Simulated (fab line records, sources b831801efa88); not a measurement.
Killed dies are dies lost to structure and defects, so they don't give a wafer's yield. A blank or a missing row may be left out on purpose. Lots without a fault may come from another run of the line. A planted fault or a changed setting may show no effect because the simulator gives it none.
fab line records | flow gf180mcu
record lots=5 wafers=15 last_day=33
route steps=602 shown V1@346 M2@362
lots that met no fault: from a run of the same line without faults
start_h: hours from the record's first day to the start of the lot's first wafer shown | wait_h: hours since the lot's step before | " the same as in the row above | L1.1+2: a row that stands for several wafers | - no value, or no start given | * or withheld: withheld | < > ~ a bound
route shown NAME@n: a module of which the file shows steps, and the number in the route of the first | usual: mean/standard deviation of fault-free wafers | same: alike in all rows | chamber/n: place in a boat | sites: the reading at each site | _std_site: their standard deviation | _edge_site: outer sites' mean less inner sites' | radius_mm: how far each site lies from the wafer's centre | mask NAME#n: copy n | behind: the tool/chamber that last shaped the wafer | hold: why the lot was held/for how many hours/how that ended | device: the transistor (n, p or np) that didn't switch | end of line: the same wafers' tests at the end of the route | a step without rows: its recipe alone | killed: dies lost to structure and defects at the first sort, not the wafer's yield | map: a wafer's dies, x killed, . not, _ none there
set.NAME: the setting as run; set.NAME@STEP: as run at that earlier step | model.NAME: the simulator's own value behind a step, which no gauge read
lots at some steps of the route; a table a step, a row a wafer
services: from which hour (start_h, from the record's first day; less than 0 if before it) a tool's chamber was out of use, for how many hours, and why
## steps
# step GF_V1_EXPOSE_11
# recipe mask_id=Via1 target_cd_nm=260 na=0.68 source_shape=conventional sigma_outer=0.6 dose_mj=38
# usual exposure_dose_mJ_cm2=37.98/0.041
# same na=0.68
# columns lot.wafer tool chamber start_h wait_h mask exposure_dose_mJ_cm2
L080.1 krf_scanner-02 0 - - Via1#0 37.94
L080.3 " 0 " " Via1#0 37.96
L080.4 " 0 " " Via1#0 37.99
L087.1 krf_scanner-01 0 - - Via1#0 37.99
L087.3 " 0 " " Via1#0 37.94
L087.6 " 0 " " Via1#0 38.00
L089.1 krf_scanner-01 0 - - Via1#0 38.00
L089.2 " 0 " " Via1#0 37.98
L089.6 " 0 " " Via1#0 38.04
L092.2 krf_scanner-02 0 - - Via1#0 38.02
L092.3 " 0 " " Via1#0 37.97
L092.6 " 0 " " Via1#0 38.07
L094.2 krf_scanner-02 0 - - Via1#0 37.98
L094.4 " 0 " " Via1#0 38.01
L094.5 " 0 " " Via1#0 37.96
# step GF_V1_PEB_12
# recipe peb_temp_c=135 peb_time_s=90 resist=KrF
# usual plate_temp_C=135.01/0.13
# columns lot.wafer tool chamber start_h wait_h plate_temp_C
L080.1 litho_track-04 0 - - 135.03
L080.3 " 0 " " 135.17
L080.4 " 0 " " 134.90
L087.1 litho_track-04 0 - - 135.29
L087.3 " 0 " " 135.16
L087.6 " 0 " " 134.90
L089.1 litho_track-02 0 - - 135.02
L089.2 " 0 " " 135.22
L089.6 " 0 " " 135.16
L092.2 litho_track-02 0 - - 135.31
L092.3 " 0 " " 135.16
L092.6 " 0 " " 135.24
L094.2 litho_track-02 0 - - 134.87
L094.4 " 0 " " 135.17
L094.5 " 0 " " 135.09
# step GF_V1_DEVELOP_13
# recipe develop_time_s=60 resist=KrF dev_temp_c=21
# usual developer_temp_C=21.01/0.11
# columns lot.wafer tool chamber start_h wait_h developer_temp_C
L080.1 litho_track-04 0 469.90 0.2 20.88
L080.3 " 0 " " 21.06
L080.4 " 0 " " 21.16
L087.1 litho_track-04 0 527.20 0.2 20.85
L087.3 " 0 " " 21.01
L087.6 " 0 " " 20.94
L089.1 litho_track-02 0 543.30 0.2 20.91
L089.2 " 0 " " 20.94
L089.6 " 0 " " 20.79
L092.2 litho_track-02 0 572.27 0.2 21.06
L092.3 " 0 " " 20.96
L092.6 " 0 " " 21.06
L094.2 litho_track-02 0 579.07 0.2 21.11
L094.4 " 0 " " 21.09
L094.5 " 0 " " 21.17
# step GF_V1_CD_MEAS_14
# recipe target_cd_nm=260
# usual cd_nm=259.6/1.3
# columns lot.wafer tool chamber start_h wait_h cd_nm
L080.1 cd_sem-02 - 470.05 0.1 261.0
L080.3 " - " " 260.5
L080.4 " - " " 259.8
L087.1 cd_sem-01 - 527.35 0.1 260.4
L087.3 " - " " 261.9
L087.6 " - " " 260.5
L089.1 cd_sem-01 - 543.45 0.1 260.9
L089.2 " - " " 260.5
L089.6 " - " " 260.4
L092.2 cd_sem-02 - 572.42 0.1 259.1
L092.3 " - " " 257.3
L092.6 " - " " 259.1
L094.2 cd_sem-02 - 579.29 0.2 258.3
L094.4 " - " " 259.5
L094.5 " - " " 258.2
# step GF_V1_OVL_MEAS_15
# usual V1_OVL=-1/4.5
# columns lot.wafer tool chamber start_h wait_h V1_OVL[nm]
L080.1 overlay-01 - 470.17 0.1 4
L080.3 " - " " -2
L080.4 " - " " 2
L087.1 overlay-01 - 527.47 0.1 -6
L087.3 " - " " -9
L087.6 " - " " 2
L089.1 overlay-01 - 543.57 0.1 -4
L089.2 " - " " -2
L089.6 " - " " 6
L092.2 overlay-01 - 572.52 0.1 10
L092.3 " - " " 2
L092.6 " - " " 3
L094.2 overlay-02 - 579.40 0.1 -6
L094.4 " - " " -1
L094.5 " - " " -1
# step GF_V1_ETCH_16
# recipe chemistry=N2/H2 target_depth_a=withheld overetch_a=withheld time_s=withheld target=BARC ion_energy_ev=200 source_w=500 bias_w=100 pressure_mtorr=30 n2_flow_sccm=100 h2_flow_sccm=200
# usual bias_w=100.0/0.3 drypump_motor_current_A=5.7/0.39 oes_product_au=0.857/0.0049 throttle_valve_pct=13.225/0.0088
# columns lot.wafer tool chamber start_h wait_h bias_w drypump_motor_current_A oes_product_au throttle_valve_pct
L080.1 rie_diel-03 0 470.20 0.0 100.1 5.3 0.851 13.217
L080.3 " 2 " " 99.5 6.1 0.867 13.230
L080.4 " 1 " " 100.1 5.8 0.856 13.217
L087.1 rie_diel-03 1 527.50 0.0 100.1 5.8 0.848 13.227
L087.3 " 0 " " 100.0 5.4 0.860 13.220
L087.6 " 0 " " 99.9 5.4 0.861 13.220
L089.1 rie_diel-04 0 543.60 0.0 100.7 4.9 0.856 13.226
L089.2 " 3 " " 99.7 5.7 0.851 13.227
L089.6 " 2 " " 99.5 5.4 0.863 13.235
L092.2 rie_diel-04 3 572.55 0.0 99.8 5.8 0.855 13.220
L092.3 " 0 " " 100.0 5.0 0.850 13.205
L092.6 " 1 " " 100.3 5.9 0.868 13.228
L094.2 rie_diel-03 0 579.43 0.0 100.2 5.3 0.852 13.219
L094.4 " 3 " " 100.5 6.1 0.862 13.217
L094.5 " 1 " " 100.2 5.8 0.856 13.222
# step GF_V1_ETCH_17
# recipe chemistry=C4F8/O2/Ar mask_material=KrF target=SiO2 stop_on=TiN source_w=1500 bias_w=1200 pressure_mtorr=40 c4f8_flow_sccm=withheld O2_flow_sccm=6 Ar_flow_sccm=300 time_s=withheld target_depth_a=6300
# usual bias_w=1199/3.4 oes_product_au=0.846/0.0045
# columns lot.wafer tool chamber start_h wait_h bias_w oes_product_au
L080.1 rie_diel-03 0 - - 1199 0.849
L080.3 " 2 " " 1191 0.840
L080.4 " 1 " " 1201 0.842
L087.1 rie_diel-03 1 - - 1201 0.849
L087.3 " 0 " " 1206 0.848
L087.6 " 0 " " 1204 0.836
L089.1 rie_diel-04 0 - - 1204 0.850
L089.2 " 3 " " 1203 0.846
L089.6 " 2 " " 1198 0.842
L092.2 rie_diel-04 3 - - 1198 0.845
L092.3 " 0 " " 1200 0.845
L092.6 " 1 " " 1199 0.842
L094.2 rie_diel-03 0 - - 1198 0.844
L094.4 " 3 " " 1207 0.847
L094.5 " 1 " " 1193 0.842
# step GF_V1_STRIP_18
# recipe chemistry=O2/N2 power_w=1400 pressure_mtorr=1500 platen_temp_c=250 o2_flow_sccm=3000 n2_flow_sccm=300 overash_fraction=0.5
# usual drypump_motor_current_A=5.8/0.39 heater_power_w=329/8.3 oes_product_au=0.593/0.0051
# columns lot.wafer tool chamber start_h wait_h drypump_motor_current_A heater_power_w oes_product_au rf_hours_counter_h
L080.1 plasma_asher-01 1 470.33 - 5.4 336 0.590 82
L080.3 " 0 " " 5.5 319 0.584 -
L080.4 " 1 " " 5.4 336 0.598 -
L087.1 plasma_asher-04 0 527.63 - 6.0 320 0.589 41
L087.3 " 0 " " 5.9 337 0.599 -
L087.6 " 1 " " 6.6 331 0.592 -
L089.1 plasma_asher-03 0 543.73 - 6.1 314 0.602 14
L089.2 " 1 " " 5.6 334 0.587 14
L089.6 " 0 " " 6.1 326 0.594 -
L092.2 plasma_asher-04 0 572.68 - 5.9 321 0.589 45
L092.3 " 0 " " 5.9 332 0.589 -
L092.6 " 0 " " 5.9 322 0.583 -
L094.2 plasma_asher-01 0 579.56 - 5.5 334 0.596 94
L094.4 " 0 " " 5.5 330 0.594 -
L094.5 " 1 " " 5.4 340 0.583 -
# step GF_V1_STRIP_19
# recipe chemistry=post_etch_residue_remover time_s=1200 temp_c=72.5
# usual bath_heat_duty_pct=14.9/2.5 temp_c=72.49/0.14
# columns lot.wafer tool chamber start_h wait_h bath_heat_duty_pct temp_c
L080.1 wet_bench-01 2 470.43 0.1 12.4 72.48
L080.3 " 2 " " 13.8 72.69
L080.4 " 2 " " 13.0 72.51
L087.1 wet_bench-04 0 527.73 0.1 19.2 72.66
L087.3 " 0 " " 17.4 72.58
L087.6 " 0 " " 16.4 72.56
L089.1 wet_bench-02 0 543.83 0.1 14.9 72.38
L089.2 " 0 " " 15.0 72.38
L089.6 " 0 " " 15.0 72.27
L092.2 wet_bench-01 3 572.78 0.1 18.4 72.75
L092.3 " 3 " " 17.8 72.35
L092.6 " 3 " " 19.6 72.49
L094.2 wet_bench-04 0 579.66 0.1 17.6 72.60
L094.4 " 0 " " 18.7 72.64
L094.5 " 0 " " 19.9 72.55
# step GF_V1_CLEAN_20
# recipe chemistry=DIW dry=n2_spin
# columns lot.wafer tool chamber start_h wait_h
L080.1+3+4 wet_bench-04 3 470.78 0.0
L087.1+3+6 wet_bench-02 2 528.07 0.0
L089.1+2+6 wet_bench-01 0 544.18 0.0
L092.2+3+6 wet_bench-02 2 573.13 0.0
L094.2+4+5 wet_bench-01 2 580.00 0.0
# step GF_V1_SPUTTER_21
# recipe material=Ti target_thk_nm=15 chamber_pressure_pa=5 power_w=2500 substrate_temp_c=200 time_s=80.02
# usual throttle_valve_pct=29.7/0.83
# columns lot.wafer tool chamber start_h wait_h throttle_valve_pct
L080.1 pvd_sputter-02 - 470.87 0.0 27.6
L080.3 " - " " 30.0
L080.4 " - " " 29.5
L087.1 pvd_sputter-04 - 528.17 0.0 30.7
L087.3 " - " " 30.0
L087.6 " - " " 30.8
L089.1 pvd_sputter-02 - 544.28 0.0 29.9
L089.2 " - " " 30.4
L089.6 " - " " 27.8
L092.2 pvd_sputter-02 - 573.22 0.0 30.1
L092.3 " - " " 27.7
L092.6 " - " " 30.1
L094.2 pvd_sputter-04 - 580.09 0.0 30.6
L094.4 " - " " 29.7
L094.5 " - " " 29.7
# step GF_V1_SPUTTER_22
# recipe material=TiN target_thk_nm=10 chamber_pressure_pa=5 power_w=4000 time_s=40
# usual throttle_valve_pct=29.7/0.82
# columns lot.wafer tool chamber start_h wait_h throttle_valve_pct
L080.1 pvd_sputter-02 - 470.93 0.0 27.9
L080.3 " - " " 30.2
L080.4 " - " " 29.7
L087.1 pvd_sputter-04 - 528.23 0.0 30.7
L087.3 " - " " 29.7
L087.6 " - " " 30.5
L089.1 pvd_sputter-02 - 544.34 0.0 29.7
L089.2 " - " " 30.1
L089.6 " - " " 27.8
L092.2 pvd_sputter-02 - 573.28 0.0 30.0
L092.3 " - " " 28.0
L092.6 " - " " 30.1
L094.2 pvd_sputter-04 - 580.15 0.0 30.5
L094.4 " - " " 29.9
L094.5 " - " " 29.8
# step GF_V1_CVD_23
# recipe material=W target_thk_nm=350 time_s=105.05 temp_c=400 pressure_torr=40
# usual heater_power_w=866/69
# columns lot.wafer tool chamber start_h wait_h heater_power_w
L080.1 cvd_w-01 1 470.97 0.0 919
L080.3 " 0 " " 758
L080.4 " 1 " " 937
L087.1 cvd_w-02 1 528.27 0.0 928
L087.3 " 0 " " 819
L087.6 " 0 " " 850
L089.1 cvd_w-02 1 544.38 0.0 947
L089.2 " 0 " " 828
L089.6 " 0 " " 816
L092.2 cvd_w-01 1 573.32 0.0 929
L092.3 " 1 " " 924
L092.6 " 1 " " 898
L094.2 cvd_w-01 1 580.19 0.0 941
L094.4 " 1 " " 924
L094.5 " 1 " " 913
# step GF_V1_RS_MEAS_24
# recipe thk_meas_gauge=four-point-probe reads=W_of_V1_CVD_23+TiN_of_V1_SPUTTER_22+Ti_of_V1_SPUTTER_21
# usual V1_W_RS=0.328/0.0034
# columns lot.wafer tool chamber start_h wait_h V1_W_RS[ohm/sq]
L080.1 film_metro-02 - 471.08 0.1 0.326
L080.3 " - " " 0.324
L080.4 " - " " 0.326
L087.1 film_metro-02 - 528.38 0.1 0.334
L087.3 " - " " 0.331
L087.6 " - " " 0.333
L089.1 film_metro-03 - 544.49 0.1 0.329
L089.2 " - " " 0.326
L089.6 " - " " 0.327
L092.2 film_metro-02 - 573.45 0.1 0.324
L092.3 " - " " 0.327
L092.6 " - " " 0.326
L094.2 film_metro-01 - 580.32 0.1 0.329
L094.4 " - " " 0.329
L094.5 " - " " 0.328
# step GF_V1_THK_MEAS_25
# recipe thk_meas_gauge=xrf reads=W_of_V1_CVD_23
# usual V1_W_THK=339/5
# columns lot.wafer tool chamber start_h wait_h V1_W_THK[nm]
L080.1 film_metro-02 - 471.20 0.1 346
L080.3 " - " " 346
L080.4 " - " " 347
L087.1 film_metro-02 - 528.50 0.1 331
L087.3 " - " " 336
L087.6 " - " " 337
L089.1 film_metro-03 - 544.61 0.1 332
L089.2 " - " " 336
L089.6 " - " " 333
L092.2 film_metro-02 - 573.56 0.1 345
L092.3 " - " " 345
L092.6 " - " " 347
L094.2 film_metro-01 - 580.43 0.1 340
L094.4 " - " " 342
L094.5 " - " " 342
# step GF_V1_CMP_26
# recipe stop_on=SiO2 down_force_psi=3.5 platen_rpm=60 t_overpolish_s=15 target_thk_nm=0 pad_velocity_m_s=0.94248
# usual motor_current_A=11.5/1.2 overpolish_run_s=15.000/0.0086 retaining_ring_pressure_frac=0.999/0.0049 time_to_endpoint_s=82/3.8
# columns lot.wafer tool chamber start_h wait_h motor_current_A overpolish_run_s retaining_ring_pressure_frac time_to_endpoint_s
L080.3 cmp-01 3 471.26 0.0 12.9 14.990 0.995 81
L080.1 " 0 " " 11.1 15.004 1.004 76
L080.4 " 1 " " 11.8 15.014 1.001 76
L087.3 cmp-02 2 528.56 0.0 9.7 14.999 0.990 84
L087.1 " 0 " " 9.8 14.999 0.996 81
L087.6 " 3 " " 11.4 15.005 0.988 80
L089.2 cmp-01 1 544.67 0.0 11.2 14.999 1.004 84
L089.1 " 2 " " 12.5 15.014 1.004 84
L089.6 " 2 " " 12.8 15.006 1.011 85
L092.2 cmp-01 1 573.61 0.0 11.5 15.008 1.003 85
L092.3 " 0 " " 11.8 15.004 1.000 77
L092.6 " 2 " " 12.8 15.012 1.001 86
L094.4 cmp-01 3 580.48 0.0 13.5 14.986 0.999 84
L094.2 " 2 " " 12.3 14.985 1.003 90
L094.5 " 0 " " 11.1 14.998 1.002 81
# step GF_M2_SPUTTER_00
# recipe material=Ti target_thk_nm=37.5 arriving_ion_energy_ev=80 substrate_temp_c=200 chamber_pressure_pa=2 power_w=4000 time_s=150
# usual throttle_valve_pct=30.0/0.88
# columns lot.wafer tool chamber start_h wait_h throttle_valve_pct
L080.1 pvd_sputter-02 - 471.56 0.2 30.0
L080.3 " - " " 29.9
L080.4 " - " " 29.8
L087.1 pvd_sputter-03 - 528.86 0.1 31.0
L087.3 " - " " 30.5
L087.6 " - " " 30.5
L089.1 pvd_sputter-02 - 544.97 0.2 29.5
L089.2 " - " " 30.1
L089.6 " - " " 29.8
L092.2 pvd_sputter-03 - 573.91 0.2 31.1
L092.3 " - " " 29.7
L092.6 " - " " 29.8
L094.2 pvd_sputter-01 - 580.78 0.1 29.2
L094.4 " - " " 30.4
L094.5 " - " " 30.4
# step GF_M2_SPUTTER_01
# recipe material=TiN target_thk_nm=30 power_w=6500 time_s=25 chamber_pressure_pa=0.4
# usual throttle_valve_pct=30.0/0.9
# columns lot.wafer tool chamber start_h wait_h throttle_valve_pct
L080.1 pvd_sputter-02 - 471.66 0.1 29.9
L080.3 " - " " 29.7
L080.4 " - " " 30.0
L087.1 pvd_sputter-03 - 528.96 0.1 31.0
L087.3 " - " " 30.6
L087.6 " - " " 30.3
L089.1 pvd_sputter-02 - 545.07 0.1 29.7
L089.2 " - " " 30.0
L089.6 " - " " 29.6
L092.2 pvd_sputter-03 - 574.01 0.1 31.3
L092.3 " - " " 29.7
L092.6 " - " " 29.6
L094.2 pvd_sputter-01 - 580.88 0.1 29.0
L094.4 " - " " 30.6
L094.5 " - " " 30.6
# step GF_M2_SPUTTER_02
# recipe material=AlCu target_thk_nm=450 power_w=10600 time_s=23.9 chamber_pressure_pa=0.4128
# usual throttle_valve_pct=30.0/0.87
# columns lot.wafer tool chamber start_h wait_h throttle_valve_pct
L080.1 pvd_sputter-02 - 471.69 0.0 30.0
L080.3 " - " " 30.0
L080.4 " - " " 30.2
L087.1 pvd_sputter-03 - 528.99 0.0 31.0
L087.3 " - " " 30.4
L087.6 " - " " 30.3
L089.1 pvd_sputter-02 - 545.10 0.0 29.6
L089.2 " - " " 30.1
L089.6 " - " " 29.9
L092.2 pvd_sputter-03 - 574.04 0.0 31.1
L092.3 " - " " 29.4
L092.6 " - " " 29.5
L094.2 pvd_sputter-01 - 580.91 0.0 29.1
L094.4 " - " " 30.4
L094.5 " - " " 30.4
# step GF_M2_SPUTTER_03
# recipe material=Ti target_thk_nm=10 substrate_temp_c=300 chamber_pressure_pa=0.3 power_w=3000 time_s=6.7
# usual throttle_valve_pct=30.0/0.88
# columns lot.wafer tool chamber start_h wait_h throttle_valve_pct
L080.1 pvd_sputter-02 - 471.72 0.0 29.7
L080.3 " - " " 29.7
L080.4 " - " " 30.1
L087.1 pvd_sputter-03 - 529.02 0.0 30.7
L087.3 " - " " 30.7
L087.6 " - " " 30.4
L089.1 pvd_sputter-02 - 545.13 0.0 29.8
L089.2 " - " " 30.1
L089.6 " - " " 29.5
L092.2 pvd_sputter-03 - 574.07 0.0 31.4
L092.3 " - " " 29.6
L092.6 " - " " 29.7
L094.2 pvd_sputter-01 - 580.94 0.0 29.4
L094.4 " - " " 30.2
L094.5 " - " " 30.5
# step GF_M2_SPUTTER_04
# recipe material=TiN target_thk_nm=50 power_w=6500 time_s=41.7 chamber_pressure_pa=0.4
# usual throttle_valve_pct=30.0/0.89
# columns lot.wafer tool chamber start_h wait_h throttle_valve_pct
L080.1 pvd_sputter-02 - 471.74 0.0 29.4
L080.3 " - " " 29.7
L080.4 " - " " 30.1
L087.1 pvd_sputter-03 - 529.04 0.0 31.4
L087.3 " - " " 30.5
L087.6 " - " " 30.5
L089.1 pvd_sputter-02 - 545.15 0.0 29.8
L089.2 " - " " 30.1
L089.6 " - " " 29.7
L092.2 pvd_sputter-03 - 574.09 0.0 31.3
L092.3 " - " " 29.5
L092.6 " - " " 29.7
L094.2 pvd_sputter-01 - 580.96 0.0 29.1
L094.4 " - " " 30.5
L094.5 " - " " 30.4
# step GF_M2_RS_MEAS_05
# recipe thk_meas_gauge=four-point-probe reads=TiN_of_M2_SPUTTER_04+Ti_of_M2_SPUTTER_03+AlCu_of_M2_SPUTTER_02+TiN_of_M2_SPUTTER_01+Ti_of_M2_SPUTTER_00
# usual M2_ALCU_RS=0.0701/0.00076
# columns lot.wafer tool chamber start_h wait_h M2_ALCU_RS[ohm/sq]
L080.1 film_metro-02 - 471.78 0.0 0.0711
L080.3 " - " " 0.0704
L080.4 " - " " 0.0707
L087.1 film_metro-02 - 529.08 0.0 0.0713
L087.3 " - " " 0.0697
L087.6 " - " " 0.0701
L089.1 film_metro-03 - 545.19 0.0 0.0699
L089.2 " - " " 0.0707
L089.6 " - " " 0.0693
L092.2 film_metro-04 - 574.15 0.0 0.0689
L092.3 " - " " 0.0696
L092.6 " - " " 0.0695
L094.2 film_metro-04 - 581.06 0.1 0.0701
L094.4 " - " " 0.0700
L094.5 " - " " 0.0700
# step GF_M2_THK_MEAS_06
# recipe thk_meas_gauge=xrf reads=AlCu_of_M2_SPUTTER_02
# usual M2_ALCU_THK=447/6.2
# columns lot.wafer tool chamber start_h wait_h M2_ALCU_THK[nm]
L080.1 film_metro-02 - 471.90 0.1 435
L080.3 " - " " 442
L080.4 " - " " 441
L087.1 film_metro-02 - 529.20 0.1 436
L087.3 " - " " 448
L087.6 " - " " 445
L089.1 film_metro-03 - 545.31 0.1 454
L089.2 " - " " 451
L089.6 " - " " 458
L092.2 film_metro-04 - 574.26 0.1 455
L092.3 " - " " 451
L092.6 " - " " 452
L094.2 film_metro-04 - 581.17 0.1 446
L094.4 " - " " 447
L094.5 " - " " 448
# step GF_M2_DEHYDRATE_07
# recipe temp_c=200 time_s=60
# usual plate_temp_C=199.99/0.15
# columns lot.wafer tool chamber start_h wait_h plate_temp_C
L080.1 litho_track-01 0 483.49 11.6 200.02
L080.3 " 0 " " 199.91
L080.4 " 0 " " 200.28
L087.1 litho_track-03 0 539.55 10.3 199.82
L087.3 " 0 " " 200.14
L087.6 " 0 " " 200.10
L089.1 litho_track-01 0 555.99 10.7 200.19
L089.2 " 0 " " 200.24
L089.6 " 0 " " 200.07
L092.2 litho_track-04 0 583.97 9.7 200.05
L092.3 " 0 " " 199.89
L092.6 " 0 " " 200.10
L094.2 litho_track-03 0 590.73 9.6 199.89
L094.4 " 0 " " 199.92
L094.5 " 0 " " 199.97
# step GF_M2_HMDS_08
# recipe prime_time_s=60 prime_temp_c=120
# columns lot.wafer tool chamber start_h wait_h
L080.1+3+4 litho_track-01 0 483.64 0.1
L087.1+3+6 litho_track-03 0 539.70 0.1
L089.1+2+6 litho_track-01 0 556.14 0.1
L092.2+3+6 litho_track-04 0 584.12 0.1
L094.2+4+5 litho_track-03 0 590.88 0.1
# step GF_M2_COAT_09
# recipe resist=KrF spin_rpm=withheld resist_thk_nm=1000
# columns lot.wafer tool chamber start_h wait_h
L080.1+3+4 litho_track-01 0 483.79 0.1
L087.1+3+6 litho_track-03 0 539.85 0.1
L089.1+2+6 litho_track-01 0 556.29 0.1
L092.2+3+6 litho_track-04 0 584.27 0.1
L094.2+4+5 litho_track-03 0 591.03 0.1
# step GF_M2_SOFTBAKE_10
# recipe temp_c=130 time_s=60 resist=KrF
# usual plate_temp_C=130.03/0.14
# columns lot.wafer tool chamber start_h wait_h plate_temp_C
L080.1 litho_track-01 0 483.94 0.1 129.87
L080.3 " 0 " " 129.92
L080.4 " 0 " " 130.01
L087.1 litho_track-03 0 540.00 0.1 129.84
L087.3 " 0 " " 129.96
L087.6 " 0 " " 129.95
L089.1 litho_track-01 0 556.44 0.1 130.07
L089.2 " 0 " " 129.95
L089.6 " 0 " " 130.09
L092.2 litho_track-04 0 584.42 0.1 129.96
L092.3 " 0 " " 130.06
L092.6 " 0 " " 129.83
L094.2 litho_track-03 0 591.18 0.1 130.11
L094.4 " 0 " " 129.85
L094.5 " 0 " " 130.23
# step GF_M2_EXPOSE_11
# recipe mask_id=Metal2 target_cd_nm=280 na=0.68 source_shape=conventional sigma_outer=0.6 dose_mj=28
# usual exposure_dose_mJ_cm2=27.984/0.026
# same na=0.68
# columns lot.wafer tool chamber start_h wait_h mask exposure_dose_mJ_cm2
L080.1 krf_scanner-02 0 - - Metal2#0 28.020
L080.3 " 0 " " Metal2#0 27.966
L080.4 " 0 " " Metal2#0 28.021
L087.1 krf_scanner-02 0 - - Metal2#0 27.955
L087.3 " 0 " " Metal2#0 27.963
L087.6 " 0 " " Metal2#0 27.975
L089.1 krf_scanner-02 0 - - Metal2#0 27.991
L089.2 " 0 " " Metal2#0 27.952
L089.6 " 0 " " Metal2#0 27.989
L092.2 krf_scanner-01 0 - - Metal2#0 27.996
L092.3 " 0 " " Metal2#0 27.983
L092.6 " 0 " " Metal2#0 27.986
L094.2 krf_scanner-02 0 - - Metal2#0 28.020
L094.4 " 0 " " Metal2#0 28.008
L094.5 " 0 " " Metal2#0 27.994
# step GF_M2_PEB_12
# recipe peb_temp_c=135 peb_time_s=90 resist=KrF
# usual plate_temp_C=134.97/0.13
# columns lot.wafer tool chamber start_h wait_h plate_temp_C
L080.1 litho_track-01 0 - - 134.89
L080.3 " 0 " " 134.96
L080.4 " 0 " " 134.98
L087.1 litho_track-01 0 - - 135.12
L087.3 " 0 " " 135.15
L087.6 " 0 " " 135.19
L089.1 litho_track-01 0 - - 135.16
L089.2 " 0 " " 134.84
L089.6 " 0 " " 135.15
L092.2 litho_track-01 0 - - 135.05
L092.3 " 0 " " 135.03
L092.6 " 0 " " 134.97
L094.2 litho_track-01 0 - - 135.03
L094.4 " 0 " " 135.25
L094.5 " 0 " " 134.95
# step GF_M2_DEVELOP_13
# recipe develop_time_s=60 dev_temp_c=21
# usual developer_temp_C=20.98/0.09
# columns lot.wafer tool chamber start_h wait_h developer_temp_C
L080.1 litho_track-01 0 495.29 0.2 20.94
L080.3 " 0 " " 20.88
L080.4 " 0 " " 21.02
L087.1 litho_track-01 0 551.09 0.2 21.04
L087.3 " 0 " " 21.04
L087.6 " 0 " " 21.01
L089.1 litho_track-01 0 567.09 0.2 20.83
L089.2 " 0 " " 20.96
L089.6 " 0 " " 20.99
L092.2 litho_track-01 0 595.16 0.2 20.85
L092.3 " 0 " " 21.03
L092.6 " 0 " " 20.80
L094.2 litho_track-01 0 602.06 0.2 20.93
L094.4 " 0 " " 21.09
L094.5 " 0 " " 21.11
# step GF_M2_CD_MEAS_14
# recipe target_cd_nm=280
# usual cd_nm=280.4/1.2
# columns lot.wafer tool chamber start_h wait_h cd_nm
L080.1 cd_sem-02 - 495.44 0.1 280.4
L080.3 " - " " 282.2
L080.4 " - " " 281.1
L087.1 cd_sem-01 - 551.24 0.1 280.2
L087.3 " - " " 280.7
L087.6 " - " " 280.5
L089.1 cd_sem-01 - 567.24 0.1 280.1
L089.2 " - " " 280.1
L089.6 " - " " 279.9
L092.2 cd_sem-02 - 595.31 0.1 281.4
L092.3 " - " " 280.6
L092.6 " - " " 279.9
L094.2 cd_sem-02 - 602.21 0.1 281.7
L094.4 " - " " 282.4
L094.5 " - " " 281.5
# step GF_M2_OVL_MEAS_15
# usual M2_OVL=-4/6
# columns lot.wafer tool chamber start_h wait_h M2_OVL[nm]
L080.1 overlay-02 - 495.56 0.1 -2
L080.3 " - " " 6
L080.4 " - " " 3
L087.1 overlay-02 - 551.36 0.1 -5
L087.3 " - " " 1
L087.6 " - " " -8
L089.1 overlay-01 - 567.36 0.1 2
L089.2 " - " " -4
L089.6 " - " " -4
L092.2 overlay-01 - 595.41 0.1 -6
L092.3 " - " " -8
L092.6 " - " " -6
L094.2 overlay-02 - 602.31 0.1 10
L094.4 " - " " 12
L094.5 " - " " 6
# step GF_M2_METAL_ETCH_16
# recipe chemistry=Cl2/BCl3 mask_material=KrF target_depth_nm=750.8 stop_on=SiO2 pressure_mtorr=8 icp_w=800 bias_w=140 Cl2_flow_sccm=80 bcl3_flow_sccm=40 time_s=125.1
# usual bias_w=140.1/0.43 drypump_motor_current_A=5.9/0.43 oes_product_au=0.985/0.0083 throttle_valve_pct=28.236/0.012
# columns lot.wafer tool chamber start_h wait_h bias_w drypump_motor_current_A oes_product_au rf_hours_counter_h throttle_valve_pct
L080.1 rie_metal-01 1 495.59 0.0 139.8 5.5 0.987 8 28.232
L080.3 " 0 " " 140.1 5.8 1.001 - 28.227
L080.4 " 1 " " 139.0 5.5 0.985 - 28.235
L087.1 rie_metal-01 0 551.39 0.0 139.8 5.8 0.999 13 28.233
L087.3 " 0 " " 140.8 5.8 0.987 - 28.214
L087.6 " 0 " " 140.5 5.8 0.993 - 28.229
L089.1 rie_metal-04 0 567.39 0.0 139.8 6.5 0.995 3 28.225
L089.2 " 1 " " 140.3 5.4 0.985 14 28.235
L089.6 " 1 " " 139.6 5.4 0.982 - 28.215
L092.2 rie_metal-02 0 595.44 0.0 139.1 5.8 0.990 12 28.241
L092.3 " 0 " " 139.5 5.7 0.978 - 28.232
L092.6 " 0 " " 139.8 5.7 0.984 - 28.226
L094.2 rie_metal-04 0 602.38 0.1 139.5 6.5 0.984 - 28.241
L094.4 " 0 " " 140.3 6.5 0.991 - 28.216
L094.5 " 0 " " 140.2 6.5 0.989 - 28.237
## services
# columns tool chamber start_h hours kind
rie_diel-04 3 437.29 6.2 repair
krf_scanner-02 - 439.85 4.4 pm
rie_diel-03 - 443.42 4.3 pm
wet_bench-01 - 443.91 1.9 repair
rie_diel-04 0 445.45 18.3 repair
wet_bench-01 - 446.68 1.2 repair
rie_diel-03 3 451.81 14.5 repair
wet_bench-02 - 463.52 11.3 repair
pvd_sputter-01 - 463.74 5.0 repair
pvd_sputter-03 - 471.36 2.3 repair
cvd_w-01 0 474.51 6.1 repair
rie_diel-03 1 481.05 1.6 repair
pvd_sputter-04 - 491.11 1.5 repair
krf_scanner-02 - 500.59 1.0 pm
cmp-01 - 502.80 0.3 repair
wet_bench-01 - 508.74 2.3 repair
rie_diel-04 2 511.41 16.8 repair
krf_scanner-02 - 515.19 1.3 pm
rie_diel-04 3 556.80 5.1 repair
rie_diel-03 - 568.00 1.3 repair
pvd_sputter-04 - 572.58 6.7 repair
pvd_sputter-02 - 584.77 2.3 repair
pvd_sputter-04 - 592.20 2.5 repair
krf_scanner-02 - 600.90 0.8 pm
## key
fault none
